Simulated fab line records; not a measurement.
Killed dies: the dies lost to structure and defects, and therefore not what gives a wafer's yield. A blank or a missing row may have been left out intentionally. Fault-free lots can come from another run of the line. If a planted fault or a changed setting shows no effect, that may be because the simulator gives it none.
A single fault, viewed from 2 desks / flow sky130 / numbers are kept per desk, each desk with only its own; the story behind them comes last

## FOR THE TOOL OWNER'S DESK: plasmaAsher-01
The tool's own readings at SKY_LDD_N_STRIP_16 (strips in O2/N2): means of the sampled wafers that have a number, for each lot that ran on this tool. Any lot whose mean is over 4 standard deviations away from the usual mean is out of limits and marked OUT; that distance is given in the brackets.
Columns: A = drypumpMotorCurrentA at SKY_LDD_N_STRIP_16, usual 5.57 A; B = oesProductAu at SKY_LDD_N_STRIP_16, usual 0.408 a.u.; C = stripTimeToEndpointS at SKY_LDD_N_STRIP_16, usual 4.317 s
lot=L285; first seen here=day 17 19:35; A=5.62; B=0.408; C=4.300
lot=L292; first seen here=day 20 07:58; A=5.95; B=0.414; C=4.336
lot=L293; first seen here=day 20 15:58; A=5.62; B=0.409; C=4.325
lot=L307; first seen here=day 25 15:05; A=5.63; B=0.406; C=4.305
lot=L308; first seen here=day 25 23:24; A=5.59; B=0.410; C=4.306
This desk found nothing out of limits on any of the 5 lots.

## METROLOGY DESK
What the gauges read for every lot (on any tool): the sampled wafers with a number, averaged. Any lot whose mean is over 4 standard deviations away from the usual mean is out of limits and marked OUT; that distance is given in the brackets.
Columns: A = GATE_OXIDE_OVL at SKY_GATE_OXIDE_OVL_MEAS_10, usual 0.2 nm; B = POLY_GATE_TW at SKY_RES_PROTECT_TW_MEAS_08, usual 4064
lot=L285; first seen here=day 13 19:08; A=0.8; B=4101
lot=L292; first seen here=day 16 03:21; A=1.6; B=4099
lot=L293; first seen here=day 16 11:05; A=-0.1; B=4019
lot=L299; first seen here=day 18 12:41; A=0.3; B=4081
lot=L300; first seen here=day 18 21:15; A=-0.0; B=4041
lot=L301; first seen here=day 19 13:54; A=-2.2; B=4088
lot=L302; first seen here=day 19 20:51; A=-0.3; B=4084
lot=L303; first seen here=day 20 02:44; A=0.5; B=4036
lot=L304; first seen here=day 20 10:05; A=1.9; B=4025
lot=L306; first seen here=day 21 07:17; A=1.4; B=4077
lot=L307; first seen here=day 21 11:17; A=1.5; B=4027
lot=L308; first seen here=day 21 21:26; A=1.7; B=4059
This desk found nothing out of limits on any of the 12 lots.

## ALL TOGETHER
The tool owner's desk saw nothing out of limits.
Metrology desk: nothing out of limits seen.

## WHAT HAD BEEN PUT IN BY THE SIMULATOR
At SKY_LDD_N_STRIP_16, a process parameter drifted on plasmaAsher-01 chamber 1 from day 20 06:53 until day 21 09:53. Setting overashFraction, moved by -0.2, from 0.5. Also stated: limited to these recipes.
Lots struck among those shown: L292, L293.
